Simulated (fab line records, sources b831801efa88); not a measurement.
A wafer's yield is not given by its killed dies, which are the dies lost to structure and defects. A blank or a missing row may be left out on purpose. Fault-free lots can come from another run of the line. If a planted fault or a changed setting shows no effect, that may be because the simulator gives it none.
The tool behind it: which one? :: flow gf180mcu :: Sampling: 14 lots, 40 wafers, 5 of 602 route steps

WHAT EACH GAUGE READ, for each wafer
GF_STI_THK_MEAS_30. Usual: STI_OXIDATION_02_THK gives 10.08 nm (standard deviation 0.2).
lot: L293
measured: day 2 04:55
on: filmMetro-01
STI_OXIDATION_02_THK (nm): 10.18 10.00 10.08
flag: 

lot: L294
measured: day 2 11:55
on: filmMetro-02
STI_OXIDATION_02_THK (nm): 9.57 9.74 9.63
flag: 

lot: L296
measured: day 2 21:55
on: filmMetro-03
STI_OXIDATION_02_THK (nm): 10.36 10.10 10.28
flag: 

lot: L299
measured: day 3 14:49
on: filmMetro-03
STI_OXIDATION_02_THK (nm): 10.01 9.83
flag: 

lot: L302
measured: day 4 05:13
on: filmMetro-01
STI_OXIDATION_02_THK (nm): 10.06 10.11 10.13
flag: 

lot: L304
measured: day 4 16:10
on: filmMetro-03
STI_OXIDATION_02_THK (nm): 10.13 10.20
flag: 

lot: L306
measured: day 5 02:35
on: filmMetro-03
STI_OXIDATION_02_THK (nm): 10.17 10.21 10.25
flag: 

lot: L310
measured: day 5 21:57
on: filmMetro-02
STI_OXIDATION_02_THK (nm): 10.68 10.48 10.37
flag: 

lot: L311
measured: day 6 00:47
on: filmMetro-01
STI_OXIDATION_02_THK (nm): 9.83 10.01 10.05
flag: 

lot: L312
measured: day 6 11:01
on: filmMetro-01
STI_OXIDATION_02_THK (nm): 10.26 10.26 10.24
flag: 

lot: L313
measured: day 6 17:22
on: filmMetro-01
STI_OXIDATION_02_THK (nm): 9.93 9.92 10.03
flag: 

lot: L314
measured: day 6 20:45
on: filmMetro-02
STI_OXIDATION_02_THK (nm): 10.35 10.15 10.17
flag: 

lot: L315
measured: day 6 23:37
on: filmMetro-02
STI_OXIDATION_02_THK (nm): 10.00 10.05 10.12
flag: 

lot: L316
measured: day 7 04:06
on: filmMetro-02
STI_OXIDATION_02_THK (nm): 10.10 10.03 9.91
flag: 

GF_LVPWELL_TW_MEAS_11. Usual: LVPWELL_TW gives 565.6 (standard deviation 2.9).
lot: L293
measured: day 3 19:53
on: filmMetro-04
LVPWELL_TW: 569.5 569.2 566.5
flag: 

lot: L294
measured: day 4 03:30
on: filmMetro-03
LVPWELL_TW: 561.4 560.9 561.5
flag: 

lot: L296
measured: day 4 13:33
on: filmMetro-04
LVPWELL_TW: 564.1 563.0 562.6
flag: 

lot: L299
measured: day 5 08:29
on: filmMetro-04
LVPWELL_TW: 564.8 566.3
flag: 

lot: L302
measured: day 6 00:50
on: filmMetro-04
LVPWELL_TW: 568.5 568.0 568.3
flag: 

lot: L304
measured: day 6 11:22
on: filmMetro-04
LVPWELL_TW: 567.2 566.8
flag: 

lot: L306
measured: day 6 23:10
on: filmMetro-02
LVPWELL_TW: 566.0 567.3 566.7
flag: 

lot: L310
measured: day 7 19:57
on: filmMetro-02
LVPWELL_TW: 563.8 563.3 565.9
flag: 

lot: L311
measured: day 7 22:59
on: filmMetro-02
LVPWELL_TW: 564.3 565.3 565.9
flag: 

lot: L312
measured: day 8 11:38
on: filmMetro-04
LVPWELL_TW: 567.9 565.6 561.9
flag: 

lot: L313
measured: day 8 17:08
on: filmMetro-02
LVPWELL_TW: 566.8 571.2 571.8
flag: 

lot: L314
measured: day 8 22:43
on: filmMetro-03
LVPWELL_TW: 569.3 569.0 569.0
flag: 

lot: L315
measured: day 9 00:37
on: filmMetro-02
LVPWELL_TW: 563.8 563.4 564.3
flag: 

lot: L316
measured: day 9 06:32
on: filmMetro-03
LVPWELL_TW: 562.6 566.0 563.9
flag: 

GF_VT_IMPLANT_TW_MEAS_21. Usual: VT_IMPLANT_2_TW gives 1222 (standard deviation 13).
lot: L293
measured: day 6 04:23
on: filmMetro-01
VT_IMPLANT_2_TW: 1206 1204 1203
flag: 

lot: L294
measured: day 6 12:36
on: filmMetro-01
VT_IMPLANT_2_TW: 1203 1201 1198
flag: 

lot: L296
measured: day 7 00:13
on: filmMetro-04
VT_IMPLANT_2_TW: 1235 1230 1228
flag: 

lot: L299
measured: day 7 21:17
on: filmMetro-04
VT_IMPLANT_2_TW: 1235 1228
flag: 

lot: L302
measured: day 8 15:43
on: filmMetro-03
VT_IMPLANT_2_TW: 1242 1245 1241
flag: 

lot: L304
measured: day 9 04:50
on: filmMetro-01
VT_IMPLANT_2_TW: 1213 1215
flag: 

lot: L306
measured: day 9 16:28
on: filmMetro-01
VT_IMPLANT_2_TW: 1207 1213 1214
flag: 

lot: L310
measured: day 10 17:12
on: filmMetro-01
VT_IMPLANT_2_TW: 1200 1202 1211
flag: 

lot: L311
measured: day 10 19:55
on: filmMetro-01
VT_IMPLANT_2_TW: 1206 1206 1198
flag: 

lot: L312
measured: day 11 10:11
on: filmMetro-01
VT_IMPLANT_2_TW: 1210 1216 1205
flag: 

lot: L313
measured: day 11 16:40
on: filmMetro-01
VT_IMPLANT_2_TW: 1213 1207 1214
flag: 

lot: L314
measured: day 11 23:57
on: filmMetro-03
VT_IMPLANT_2_TW: 1233 1234 1235
flag: 

lot: L315
measured: day 12 00:58
on: filmMetro-04
VT_IMPLANT_2_TW: 1219 1224 1228
flag: 

lot: L316
measured: day 12 08:29
on: filmMetro-01
VT_IMPLANT_2_TW: 1212 1220 1217
flag: 

WHICH TOOL RAN EACH LOT (tool, then ch and the chambers of the sampled wafers, then the start)
lot: L293
GF_MVPSD_COAT_02: lithoTrack-04 ch 0, day 4 16:23
GF_MVPSD_STRIP_10: plasmaAsher-03 ch 0,1, day 5 00:03

lot: L294
GF_MVPSD_COAT_02: lithoTrack-01 ch 0, day 4 23:49
GF_MVPSD_STRIP_10: plasmaAsher-02 ch 0,1, day 5 07:14

lot: L296
GF_MVPSD_COAT_02: lithoTrack-03 ch 0, day 5 11:03
GF_MVPSD_STRIP_10: plasmaAsher-01 ch 0,1, day 5 18:18

lot: L299
GF_MVPSD_COAT_02: lithoTrack-04 ch 0, day 6 06:04
GF_MVPSD_STRIP_10: plasmaAsher-01 ch 0,1, day 6 13:41

lot: L302
GF_MVPSD_COAT_02: lithoTrack-04 ch 0, day 6 23:16
GF_MVPSD_STRIP_10: plasmaAsher-02 ch 1, day 7 07:29

lot: L304
GF_MVPSD_COAT_02: lithoTrack-04 ch 0, day 7 10:40
GF_MVPSD_STRIP_10: plasmaAsher-01 ch 0,1, day 7 19:14

lot: L306
GF_MVPSD_COAT_02: lithoTrack-03 ch 0, day 7 21:11
GF_MVPSD_STRIP_10: plasmaAsher-01 ch 0,1, day 8 06:19

lot: L310
GF_MVPSD_COAT_02: lithoTrack-03 ch 0, day 8 20:22
GF_MVPSD_STRIP_10: plasmaAsher-02 ch 0,1, day 9 05:07

lot: L311
GF_MVPSD_COAT_02: lithoTrack-01 ch 0, day 8 23:22
GF_MVPSD_STRIP_10: plasmaAsher-03 ch 0,1, day 9 08:12

lot: L312
GF_MVPSD_COAT_02: lithoTrack-01 ch 0, day 9 12:33
GF_MVPSD_STRIP_10: plasmaAsher-02 ch 0,1, day 9 21:40

lot: L313
GF_MVPSD_COAT_02: lithoTrack-03 ch 0, day 9 18:43
GF_MVPSD_STRIP_10: plasmaAsher-01 ch 1, day 10 04:00

lot: L314
GF_MVPSD_COAT_02: lithoTrack-01 ch 0, day 10 00:33
GF_MVPSD_STRIP_10: plasmaAsher-02 ch 0,1, day 10 10:17

lot: L315
GF_MVPSD_COAT_02: lithoTrack-04 ch 0, day 10 02:19
GF_MVPSD_STRIP_10: plasmaAsher-02 ch 0, day 10 11:56

lot: L316
GF_MVPSD_COAT_02: lithoTrack-04 ch 0, day 10 08:53
GF_MVPSD_STRIP_10: plasmaAsher-03 ch 0,1, day 10 18:42
- GF_MVPSD_COAT_02: resist thk 3000 nm.
- GF_MVPSD_STRIP_10: strips in O2/N2.

AS READ BY THE TOOLS THEMSELVES (means over the sampled wafers that have a number; for cases with no such wafer, the mark the record gives instead)
GF_MVPSD_COAT_02. Usual: exhaustPa reads 45.0 Pa (standard deviation 0.81).
lot: L293
tool: lithoTrack-04
exhaustPa (Pa): 44.8
flag: 

lot: L294
tool: lithoTrack-01
exhaustPa (Pa): 44.5
flag: 

lot: L296
tool: lithoTrack-03
exhaustPa (Pa): 44.6
flag: 

lot: L299
tool: lithoTrack-04
exhaustPa (Pa): 44.6
flag: 

lot: L302
tool: lithoTrack-04
exhaustPa (Pa): 45.4
flag: 

lot: L304
tool: lithoTrack-04
exhaustPa (Pa): 45.0
flag: 

lot: L306
tool: lithoTrack-03
exhaustPa (Pa): 44.3
flag: 

lot: L310
tool: lithoTrack-03
exhaustPa (Pa): 45.4
flag: 

lot: L311
tool: lithoTrack-01
exhaustPa (Pa): 45.8
flag: 

lot: L312
tool: lithoTrack-01
exhaustPa (Pa): 46.3
flag: 

lot: L313
tool: lithoTrack-03
exhaustPa (Pa): 44.5
flag: 

lot: L314
tool: lithoTrack-01
exhaustPa (Pa): 44.4
flag: 

lot: L315
tool: lithoTrack-04
exhaustPa (Pa): 45.3
flag: 

lot: L316
tool: lithoTrack-04
exhaustPa (Pa): 44.2
flag: 

GF_MVPSD_STRIP_10. Usual: drypumpMotorCurrentA 5.8 A, standard deviation 0.51; heaterPowerW 320 W, standard deviation 52; oesProductAu 0.722 a.u., standard deviation 0.0044; stripTimeToEndpointS 36.97 s, standard deviation 0.13.
lot: L293
tool: plasmaAsher-03
drypumpMotorCurrentA (A): 6.3
heaterPowerW (W): 371
oesProductAu (a.u.): 0.723
stripTimeToEndpointS (s): 36.75
flag: 

lot: L294
tool: plasmaAsher-02
drypumpMotorCurrentA (A): 5.7
heaterPowerW (W): 300
oesProductAu (a.u.): 0.723
stripTimeToEndpointS (s): 37.05
flag: 

lot: L296
tool: plasmaAsher-01
drypumpMotorCurrentA (A): 5.4
heaterPowerW (W): 276
oesProductAu (a.u.): 0.724
stripTimeToEndpointS (s): 36.86
flag: 

lot: L299
tool: plasmaAsher-01
drypumpMotorCurrentA (A): 5.2
heaterPowerW (W): 286
oesProductAu (a.u.): 0.715
stripTimeToEndpointS (s): 13.22
flag: OFF

lot: L302
tool: plasmaAsher-02
drypumpMotorCurrentA (A): 5.5
heaterPowerW (W): 302
oesProductAu (a.u.): 0.720
stripTimeToEndpointS (s): 28.85
flag: OFF

lot: L304
tool: plasmaAsher-01
drypumpMotorCurrentA (A): 5.2
heaterPowerW (W): 289
oesProductAu (a.u.): 0.726
stripTimeToEndpointS (s): 25.11
flag: OFF

lot: L306
tool: plasmaAsher-01
drypumpMotorCurrentA (A): 5.4
heaterPowerW (W): 280
oesProductAu (a.u.): 0.722
stripTimeToEndpointS (s): 37.10
flag: 

lot: L310
tool: plasmaAsher-02
drypumpMotorCurrentA (A): 5.7
heaterPowerW (W): 303
oesProductAu (a.u.): 0.724
stripTimeToEndpointS (s): 37.02
flag: 

lot: L311
tool: plasmaAsher-03
drypumpMotorCurrentA (A): 6.3
heaterPowerW (W): 367
oesProductAu (a.u.): 0.727
stripTimeToEndpointS (s): 37.06
flag: 

lot: L312
tool: plasmaAsher-02
drypumpMotorCurrentA (A): 6.0
heaterPowerW (W): 304
oesProductAu (a.u.): 0.722
stripTimeToEndpointS (s): 37.04
flag: 

lot: L313
tool: plasmaAsher-01
drypumpMotorCurrentA (A): 4.9
heaterPowerW (W): 295
oesProductAu (a.u.): 0.720
stripTimeToEndpointS (s): 37.09
flag: 

lot: L314
tool: plasmaAsher-02
drypumpMotorCurrentA (A): 6.0
heaterPowerW (W): 304
oesProductAu (a.u.): 0.723
stripTimeToEndpointS (s): 37.00
flag: 

lot: L315
tool: plasmaAsher-02
drypumpMotorCurrentA (A): 6.2
heaterPowerW (W): 311
oesProductAu (a.u.): 0.722
stripTimeToEndpointS (s): 37.02
flag: 

lot: L316
tool: plasmaAsher-03
drypumpMotorCurrentA (A): 6.2
heaterPowerW (W): 410
oesProductAu (a.u.): 0.721
stripTimeToEndpointS (s): 37.10
flag: 

THE ANSWER, worked out from the rows above alone
Rule: take the mean of a lot's wafers that have a number; if it is more than 3 standard deviations from the usual mean, the lot is off. Also off: a lot with no number at a reading for which 4 or more lots have one. The other lots that the step has rows for count as sound. First the gauges in route order, then the tools' own readings, where a lot's mean is used as printed above. At the first step where some lot is off, the reading lying furthest off is the one used; lots without a number count as furthest.
Off: L299, L302, L304 (GF_MVPSD_STRIP_10, stripTimeToEndpointS).
A tool fits if, at that step or a process step before it, it ran every lot that is off, and no sound lot after the first of them. None of those tried fits.

WHAT THE SIMULATOR PUT IN
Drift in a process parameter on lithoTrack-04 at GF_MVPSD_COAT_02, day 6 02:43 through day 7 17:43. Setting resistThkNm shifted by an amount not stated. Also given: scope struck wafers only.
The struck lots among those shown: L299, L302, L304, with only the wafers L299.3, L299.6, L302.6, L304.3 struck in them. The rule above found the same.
